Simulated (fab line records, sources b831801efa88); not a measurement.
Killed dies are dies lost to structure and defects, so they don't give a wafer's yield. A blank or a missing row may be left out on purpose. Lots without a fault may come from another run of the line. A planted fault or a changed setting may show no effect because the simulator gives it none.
Tool commonality check | flow sky130 | 12 lots, 36 wafers sampled

WHY IT WAS OPENED
At SKY_NWELL_RS_MEAS_29 the reading NWELL_RS is flagged on 2 of 12 lots. Wafers without a fault read 618.2 ohm/sq, standard deviation 1.5.
Rule: a lot is flagged when every wafer of it that has a number lies more than 4 standard deviations from that mean, or none has a number. The other lots count as sound.

lot  | measured     | on            | NWELL_RS (ohm/sq), wafer by wafer | flag
L519 | day 5 21:31  | film_metro-02 | 616.3 616.9 616.1                 |
L520 | day 6 03:16  | film_metro-04 | 617.5 617.8 617.3                 |
L522 | day 6 16:09  | film_metro-04 | 618.6 617.9 617.0                 |
L523 | day 6 21:08  | film_metro-04 | 615.1 615.4 617.6                 |
L524 | day 7 04:15  | film_metro-04 | 617.7 616.6 619.0                 |
L526 | day 7 14:55  | film_metro-02 | 619.9 617.7 618.0                 |
L532 | day 9 04:47  | film_metro-04 | 627.2 625.0 626.3                 | FLAGGED
L534 | day 9 20:46  | film_metro-02 | 625.4 626.3 625.3                 | FLAGGED
L536 | day 10 09:38 | film_metro-04 | 619.3 619.6 618.0                 |
L537 | day 10 11:26 | film_metro-04 | 616.9 617.4 617.3                 |
L538 | day 10 19:16 | film_metro-02 | 616.7 616.2 617.2                 |
L540 | day 11 05:25 | film_metro-03 | 618.7 618.3 616.7                 |
The numbers of the flagged lots are 625.9 ohm/sq on average: +7.7 ohm/sq against the usual, or +5 standard deviations.

WHICH TOOL RAN EACH LOT
The record holds 3 process steps before the reading, out of a route of 708 steps. In each cell: the tool, then ch and the chambers that the sampled wafers went through, then the start.
lot  | flag    | SKY_FIELD_ISO_CMP_27         | SKY_DNWELL_STRIP_08                 | SKY_NWELL_IMPLANT_13
L519 |         | cmp-02 ch 0,2, day 2 21:57   | plasma_asher-03 ch 0,1, day 3 16:19 | implanter-02 ch 0, day 5 02:11
L520 |         | cmp-01 ch 1,2,3, day 3 01:55 | plasma_asher-03 ch 0,1, day 3 22:00 | implanter-02 ch 0, day 5 08:22
L522 |         | cmp-02 ch 2,3, day 3 13:16   | plasma_asher-03 ch 0,1, day 4 08:30 | implanter-02 ch 0, day 5 21:16
L523 |         | cmp-01 ch 0,2,3, day 3 16:16 | plasma_asher-04 ch 0,1, day 4 13:40 | implanter-02 ch 0, day 6 01:35
L524 |         | cmp-01 ch 1,2, day 3 22:09   | plasma_asher-01 ch 0,1, day 4 18:15 | implanter-01 ch 0, day 6 07:38
L526 |         | cmp-01 ch 0,2,3, day 4 07:46 | plasma_asher-01 ch 0,1, day 5 03:39 | implanter-02 ch 0, day 6 17:59
L532 | FLAGGED | cmp-01 ch 0,3, day 5 15:31   | plasma_asher-04 ch 0,1, day 6 13:11 | implanter-03 ch 0, day 8 06:48
L534 | FLAGGED | cmp-01 ch 0,2,3, day 6 06:10 | plasma_asher-04 ch 0,1, day 7 05:05 | implanter-03 ch 0, day 8 23:14
L536 |         | cmp-01 ch 0,3, day 6 16:10   | plasma_asher-03 ch 0,1, day 7 16:19 | implanter-01 ch 0, day 9 10:57
L537 |         | cmp-02 ch 0,2,3, day 6 19:14 | plasma_asher-04 ch 0,1, day 7 18:24 | implanter-01 ch 0, day 9 12:35
L538 |         | cmp-01 ch 1,2,3, day 7 00:21 | plasma_asher-01 ch 0,1, day 8 00:03 | implanter-01 ch 0, day 9 19:36
L540 |         | cmp-02 ch 2,3, day 7 10:31   | plasma_asher-03 ch 0,1, day 8 10:16 | implanter-02 ch 0, day 10 05:35
What these steps do:
- SKY_FIELD_ISO_CMP_27: polishes, stops on Si3N4, t overpolish 16 s, target thk 457.8 nm.
- SKY_DNWELL_STRIP_08: strips in O2/N2.
- SKY_NWELL_IMPLANT_13
- SKY_NWELL_RS_MEAS_29: measures by four-point-probe.

FLAGGED OVER TOTAL, TOOL BY TOOL (the gauges that took the reading come last)
step                 | tool            | lots run | flagged | share of the flagged lots | sound lots run after its first flagged lot
SKY_FIELD_ISO_CMP_27 | cmp-01          | 8        | 2       | all                       | 2 (L536,L538)
SKY_FIELD_ISO_CMP_27 | cmp-02          | 4        | 0       | none                      | -
SKY_DNWELL_STRIP_08  | plasma_asher-01 | 3        | 0       | none                      | -
SKY_DNWELL_STRIP_08  | plasma_asher-03 | 5        | 0       | none                      | -
SKY_DNWELL_STRIP_08  | plasma_asher-04 | 4        | 2       | all                       | 1 (L537)
SKY_NWELL_IMPLANT_13 | implanter-01    | 4        | 0       | none                      | -
SKY_NWELL_IMPLANT_13 | implanter-02    | 6        | 0       | none                      | -
SKY_NWELL_IMPLANT_13 | implanter-03    | 2        | 2       | all                       | 0
SKY_NWELL_RS_MEAS_29 | film_metro-02   | 4        | 1       | some                      | 1 (L538)
SKY_NWELL_RS_MEAS_29 | film_metro-03   | 1        | 0       | none                      | -
SKY_NWELL_RS_MEAS_29 | film_metro-04   | 7        | 1       | some                      | 2 (L536,L537)

WHAT THE TABLE ALLOWS
3 rows of the table ran every flagged lot: cmp-01 at SKY_FIELD_ISO_CMP_27, plasma_asher-04 at SKY_DNWELL_STRIP_08, implanter-03 at SKY_NWELL_IMPLANT_13.
- cmp-01 at SKY_FIELD_ISO_CMP_27: 2 of its 8 lots flagged. Sound lots ran on it after the first flagged one (L536, L538), which a lasting fault on the whole tool wouldn't allow.
- plasma_asher-04 at SKY_DNWELL_STRIP_08: 2 of its 4 lots flagged. Sound lots ran on it after the first flagged one (L537), which a lasting fault on the whole tool wouldn't allow.
- implanter-03 at SKY_NWELL_IMPLANT_13: 2 of its 2 lots flagged. It ran no sound lot before its first flagged lot in this sample, so the start can't be narrowed down. Its own readings lie more than 4 standard deviations out on every wafer of the flagged lots: dose_ions_cm2, faraday_current_uA.
One tool is left: implanter-03 at SKY_NWELL_IMPLANT_13.

WHAT THE SIMULATOR HAD PUT IN
Process parameter drift: implanter-03, from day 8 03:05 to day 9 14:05, at SKY_NWELL_IMPLANT_13. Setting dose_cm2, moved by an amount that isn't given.
Lots struck among those shown: L532, L534. The rule above found the same.
